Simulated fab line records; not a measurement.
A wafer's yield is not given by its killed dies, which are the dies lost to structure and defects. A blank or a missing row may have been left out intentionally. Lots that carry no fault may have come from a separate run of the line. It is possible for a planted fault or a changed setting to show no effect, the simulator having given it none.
Which of the tools did it? | flow sky130 | Sampling: 7 lots, 21 wafers, 3 of 708 route steps

WHAT THE GAUGES READ, wafer by wafer
SKY_METAL3_CD_MEAS_13: target cd 300 nm.
lot  | measured     | on        | cd-nm (nm)
L818 | day 38 18:25 | cd-sem-02 | 302.0 302.7 300.3
L819 | day 39 10:17 | cd-sem-01 | 301.3 299.7 301.8
L822 | day 40 00:28 | cd-sem-02 | 301.0 301.0 301.4
L824 | day 41 08:22 | cd-sem-01 | 298.2 297.2 299.4
L830 | day 42 11:47 | cd-sem-01 | 212.5 201.6 198.4
L832 | day 42 18:28 | cd-sem-01 | 300.5 301.6 301.1
L838 | day 44 10:40 | cd-sem-01 | 300.1 300.9 300.1

WHICH TOOL RAN EACH LOT (tool, then ch and the chambers of the sampled wafers, then the start)
lot  | SKY_METAL3_SPUTTER_01        | SKY_METAL3_EXPOSE_10
L818 | pvd-sputter-03, day 36 14:52 | krf-scanner-02 ch 0, day 38 06:03
L819 | pvd-sputter-02, day 37 06:39 | krf-scanner-01 ch 0, day 38 22:08
L822 | pvd-sputter-01, day 37 21:03 | krf-scanner-02 ch 0, day 39 12:04
L824 | pvd-sputter-02, day 39 06:53 | krf-scanner-02 ch 0, day 40 20:16
L830 | pvd-sputter-01, day 40 09:37 | krf-scanner-02 ch 0, day 42 00:34
L832 | pvd-sputter-02, day 40 18:11 | krf-scanner-01 ch 0, day 42 07:30
L838 | pvd-sputter-02, day 42 12:02 | krf-scanner-01 ch 0, day 43 23:12
- SKY_METAL3_SPUTTER_01: material TiN, target thk 20 nm, time 16.7 s.
- SKY_METAL3_EXPOSE_10: exposes mask MM3, target cd 300 nm.

THE ANSWER, worked out from the rows above alone
Rule: what is usual is taken from the lots themselves. Put in order of their means at a reading, lots are off if they are a third of the lots or fewer, leave a main group of 4 or more, and stand apart from it by a gap of 3 or more times the standard deviation of the main group's means; of several such gaps the widest counts. If all means in a main group match to the digits the tables above print for the reading, that group is not used. A lot without any number at a reading at which 4 lots or more have one is off too. Any other lot the step has rows for is counted as sound.
Off: L830, at SKY_METAL3_CD_MEAS_13 (cd-nm). Mean 300.6 nm and standard deviation 1.1 in the main group.
If a tool, at a process step before that reading, ran all the lots that are off and no sound lot after the first of them, it fits. Gauges at SKY_METAL3_CD_MEAS_13: tried the same way as those tools. Can't be told from this: 2 tools fit, pvd-sputter-01 at SKY_METAL3_SPUTTER_01, krf-scanner-02 at SKY_METAL3_EXPOSE_10.

WHAT HAD BEEN PUT IN BY THE SIMULATOR
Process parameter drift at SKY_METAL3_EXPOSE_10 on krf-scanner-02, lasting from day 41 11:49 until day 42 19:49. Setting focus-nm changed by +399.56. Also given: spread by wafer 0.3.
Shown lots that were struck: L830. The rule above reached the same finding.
